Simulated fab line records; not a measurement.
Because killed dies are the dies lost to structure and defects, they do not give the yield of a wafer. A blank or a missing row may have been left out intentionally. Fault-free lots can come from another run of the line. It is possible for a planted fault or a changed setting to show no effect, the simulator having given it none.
Which of the tools did it? | flow gf180mcu | Sampling: 13 lots, 39 wafers, 3 of 602 route steps

WHAT EACH GAUGE READ, for each wafer
GF_VT_IMPLANT_RS_MEAS_48: measures by four-point-probe. Usual: LVPWELL_RS 1196 ohm/sq, standard deviation 3.2.
lot  | measured     | on            | LVPWELL_RS (ohm/sq) | flag
L757 | day 7 18:41  | film_metro-04 | 1190 1189 1190      |
L759 | day 8 09:46  | film_metro-04 | 1196 1195 1197      |
L760 | day 8 15:59  | film_metro-01 | 1203 1198 1198      |
L761 | day 8 22:59  | film_metro-01 | 1200 1197 1200      |
L763 | day 9 13:52  | film_metro-01 | 1194 1195 1192      |
L768 | day 10 22:52 | film_metro-03 | 1180 1177 1178      | OFF
L769 | day 11 03:44 | film_metro-01 | 1173 1174 1175      | OFF
L770 | day 11 09:44 | film_metro-01 | 1181 1176 1177      | OFF
L771 | day 11 20:11 | film_metro-01 | 1194 1192 1193      |
L772 | day 11 23:20 | film_metro-01 | 1194 1193 1197      |
L773 | day 12 06:41 | film_metro-03 | 1198 1196 1198      |
L774 | day 12 10:50 | film_metro-01 | 1197 1194 1196      |
L779 | day 13 19:47 | film_metro-01 | 1194 1195 1194      |

GF_SALICIDE_THK_MEAS_05: measures by xrf. Usual: SALICIDE_TIN_THK 20.1 nm, standard deviation 0.31.
lot  | measured     | on            | SALICIDE_TIN_THK (nm) | flag
L757 | day 15 00:29 | film_metro-01 | 20.0 20.2 20.1        |
L759 | day 16 01:27 | film_metro-02 | 20.0 20.1 20.0        |
L760 | day 16 08:19 | film_metro-01 | 19.8 19.9 19.9        |
L761 | day 16 22:40 | film_metro-01 | 20.0 19.8 20.1        |
L763 | day 17 21:25 | film_metro-03 | 20.2 19.9 20.0        |
L768 | day 19 21:31 | film_metro-03 | 20.7 20.3 20.5        |
L769 | day 20 06:26 | film_metro-03 | 20.9 20.6 20.7        |
L770 | day 20 18:10 | film_metro-02 | 19.8 20.1 20.0        |
L771 | day 21 04:19 | film_metro-01 | 19.7 19.7 19.9        |
L772 | day 21 05:48 | film_metro-03 | 20.1 20.1 20.0        |
L773 | day 21 10:54 | film_metro-03 | 20.3 20.4 20.3        |
L774 | day 21 12:57 | film_metro-01 | 19.8 19.9 19.8        |
L779 | day 23 04:31 | film_metro-02 | 19.9 19.9 19.8        |

WHAT TOOL EACH LOT RAN ON (gives the tool, then ch and the chambers of the sampled wafers, and finally the start)
lot  | GF_LVPWELL_IMPLANT_08
L757 | implanter-01 ch 0, day 4 01:41
L759 | implanter-01 ch 0, day 4 12:43
L760 | implanter-01 ch 0, day 4 18:14
L761 | implanter-03 ch 0, day 5 00:27
L763 | implanter-02 ch 0, day 5 13:13
L768 | implanter-01 ch 0, day 6 17:19
L769 | implanter-01 ch 0, day 6 21:53
L770 | implanter-01 ch 0, day 7 03:46
L771 | implanter-02 ch 0, day 7 12:29
L772 | implanter-03 ch 0, day 7 14:59
L773 | implanter-03 ch 0, day 7 21:44
L774 | implanter-02 ch 0, day 8 02:14
L779 | implanter-02 ch 0, day 9 06:47
- GF_LVPWELL_IMPLANT_08

AS READ BY THE TOOLS THEMSELVES (means over the sampled wafers that have a number; for cases with no such wafer, the mark the record gives instead)
GF_LVPWELL_IMPLANT_08. Usual: 170.01 for beam_energy_keV, sd 0.058.
lot  | tool         | beam_energy_keV | flag
L757 | implanter-01 | 169.99          |
L759 | implanter-01 | 170.06          |
L760 | implanter-01 | 169.95          |
L761 | implanter-03 | 170.01          |
L763 | implanter-02 | 169.98          |
L768 | implanter-01 | 184.82          | OFF
L769 | implanter-01 | 184.80          | OFF
L770 | implanter-01 | 184.77          | OFF
L771 | implanter-02 | 169.97          |
L772 | implanter-03 | 169.97          |
L773 | implanter-03 | 170.10          |
L774 | implanter-02 | 170.04          |
L779 | implanter-02 | 169.98          |

THE ANSWER, worked out from the rows above alone
Rule: a lot is off if the mean of its wafers that have a number lies more than 3 standard deviations from the usual mean. Also off: a lot with no number at a reading for which 4 or more lots have one. The other lots that the step has rows for count as sound. First the gauges in route order, then the tools' own readings, where a lot's mean is used as printed above. At the first step where some lot is off, the reading lying furthest off is the one used; lots without a number count as furthest.
Off: L768, L769, L770, seen at GF_VT_IMPLANT_RS_MEAS_48 (LVPWELL_RS).
A tool fits if, at a process step before that reading, it ran every lot that is off, and no sound lot after the first of them. The gauges at GF_VT_IMPLANT_RS_MEAS_48 aren't tried: what is off there is off at GF_LVPWELL_IMPLANT_08 too, on other tools, and a gauge's error can't cause that. One candidate fits, namely implanter-01 at GF_LVPWELL_IMPLANT_08. A fault onset in the window from L760 (day 4 18:14, its last sound lot) to L768 (day 6 17:19, its first lot off) fits.
The tool's own readings at GF_LVPWELL_IMPLANT_08 bear it out: on the lots that are off they differ by more than 5 times the standard deviation of the sound lots' means. beam_energy_keV reads 184.80 there against 170.00 on the sound lots.

WHAT THE SIMULATOR PUT IN
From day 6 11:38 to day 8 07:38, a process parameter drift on implanter-01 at GF_LVPWELL_IMPLANT_08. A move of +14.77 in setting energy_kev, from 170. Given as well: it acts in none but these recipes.
Lots struck among those shown: L768, L769, L770. The rule above reached the same finding.
